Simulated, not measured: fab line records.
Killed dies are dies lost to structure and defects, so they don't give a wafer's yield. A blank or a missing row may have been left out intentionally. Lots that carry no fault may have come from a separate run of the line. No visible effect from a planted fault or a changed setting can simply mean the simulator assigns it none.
A struck lot beside a sound one    flow sky130    19 out of 708 route steps
Sound: these wafers, L747.1, L747.3, L747.6. Wafers struck: L753.1, L753.4, L753.5. The cause comes at the end.
At each step with rows: each side's tool, then ch and its chambers, then its first start. Under that, the readings that differ: sound wafers    struck wafers    difference of the means    sigmas: that difference in standard deviations of wafers without a fault.
alike: readings with means less than 2 such deviations apart, plus words and numbers identical on both sides. not compared: withheld readings, readings lacking a value on some wafer, bounds such as >300 that could conceal the same value, and numbers that have no deviation in the record and whose values overlap.
Wherever a step has rows on one side only, a row that says differs or no value, or a row with sigmas, the two part there. Numbers that don't overlap but have no deviation are shown without sigmas and don't part them. A reading missing from all wafers of one side parts the sides only when that side holds two or more wafers.

first, 4 steps without rows for these wafers: SKY_METAL3_STRIP_20 (strips in post etch residue remover, time 1200 s); SKY_METAL3_CLEAN_21 (cleans in IPA, time 180 s); SKY_METAL3_CLEAN_22 (cleans in O3/DIW); SKY_VIA3_HDPCVD_00 (deposits SiO2, target thk 1635 nm, time 272.5 s).
SKY_VIA3_THK_MEAS_01:
  struck on film metro-04, day 42 03:43; sound on film metro-03, day 39 10:00
  alike: VIA3_HDPCVD_THK
SKY_VIA3_CMP_02: polishes SiO2.
  sound on cmp-02 ch 0,2, day 39 10:07; struck on cmp-02 ch 0,1,3, day 42 03:49
  alike: motor current A
SKY_VIA3_BOW_MEAS_03:
  struck on film metro-02, day 42 04:04; sound on film metro-02, day 39 10:22
  alike: VIA3_BOW
then, 5 steps without rows for these wafers: SKY_VIA3_DEHYDRATE_04 (time 60 s); SKY_VIA3_HMDS_05 (prime time 60 s); SKY_VIA3_COAT_06 (resist thk 60 nm); SKY_VIA3_COAT_07 (resist thk 450 nm); SKY_VIA3_SOFTBAKE_08 (time 90 s).
SKY_VIA3_EXPOSE_09: exposes mask VIM3, target cd 200 nm.
  sound on krf scanner-02 ch 0, day 39 23:31; struck on krf scanner-01 ch 0, day 42 16:43
reading                       sound                 struck             difference  sigmas
model.VIA3.overlay x nm (nm)  -3.946 -3.946 -3.946  35.22 35.22 35.22  +39.17      
  alike: mask, reticle temp C, stage vel mm s
then, 2 steps without rows for these wafers: SKY_VIA3_PEB_10; SKY_VIA3_DEVELOP_11 (develop time 60 s).
SKY_VIA3_CD_MEAS_12: target cd 200 nm.
  struck on cd sem-02, day 43 04:17; sound on cd sem-02, day 40 11:28
  alike: cd nm
SKY_VIA3_OVL_MEAS_13:
  struck on overlay-02, day 43 04:24; sound on overlay-02, day 40 11:35
reading        sound    struck    difference  sigmas
VIA3_OVL (nm)  3 -2 -2  36 36 32  +35         +9
SKY_VIA3_ETCH_14: etches BARC in N2/H2, stops on SiO2, time 45.9 s, target depth 60 nm.
  sound on rie diel-03 ch 1,2, day 40 11:38; struck on rie diel-03 ch 0,1,3, day 43 04:26
  alike: drypump motor current A, oes product au, throttle valve pct
  not compared: rf hours counter h
-- the record jumps here: 6 days lie between the struck wafers' starts before and after (it left off in module VIA3 and takes up again in module PAD_OPEN, whose first step shown is number 708 of the route) --
SKY_PAD_OPEN_PROBE_99:
  struck on prober-01, day 48 20:50; sound on prober-01, day 46 15:04
reading                                 sound                         struck                        difference  sigmas
model.etest.nfet_16v.r on ohm um        1.402e+04 1.41e+04 1.407e+04  1.43e+04 1.436e+04 1.431e+04  +2.60e+02   
model.etest.tip sonos.rs ohm sq         2630 2614 2628                3024 2960 2962                +358        
model.etest.pfet g5v0d10v5.r on ohm um  4743 4752 4725                5012 4946 5044                +261        
model.etest.nfet g5v0d10v5.r on ohm um  1858 1877 1883                1974 1956 2006                +106        
model.etest.nfet g5v0d10v5.drive ua um  613.9 609.2 605.2             552.9 564.2 547.9             -54.4       
model.etest.nfet_05v0_nvt.drive ua um   582.1 576.2 580.9             529.9 534.5 528.6             -48.7       
model.etest.pfet g5v0d10v5.drive ua um  348 343.9 342.6               314.1 321 318.5               -27.0       
model.etest.nfet_16v.drive ua um        227.3 222.7 222.8             201.8 204.1 204.2             -20.9       
  alike: killed_at_M0_to_M3, killed_at_M4_up, killed at contacts, killed at front end, killed at other, killed dies, killed open, killed short

WHERE THEY PART
At SKY_VIA3_OVL_MEAS_13 and nowhere else, as far as this record goes. Later steps at which nothing parts them and some readings are alike: SKY_VIA3_ETCH_14, SKY_PAD_OPEN_PROBE_99.

WHY: whatever the simulator had introduced
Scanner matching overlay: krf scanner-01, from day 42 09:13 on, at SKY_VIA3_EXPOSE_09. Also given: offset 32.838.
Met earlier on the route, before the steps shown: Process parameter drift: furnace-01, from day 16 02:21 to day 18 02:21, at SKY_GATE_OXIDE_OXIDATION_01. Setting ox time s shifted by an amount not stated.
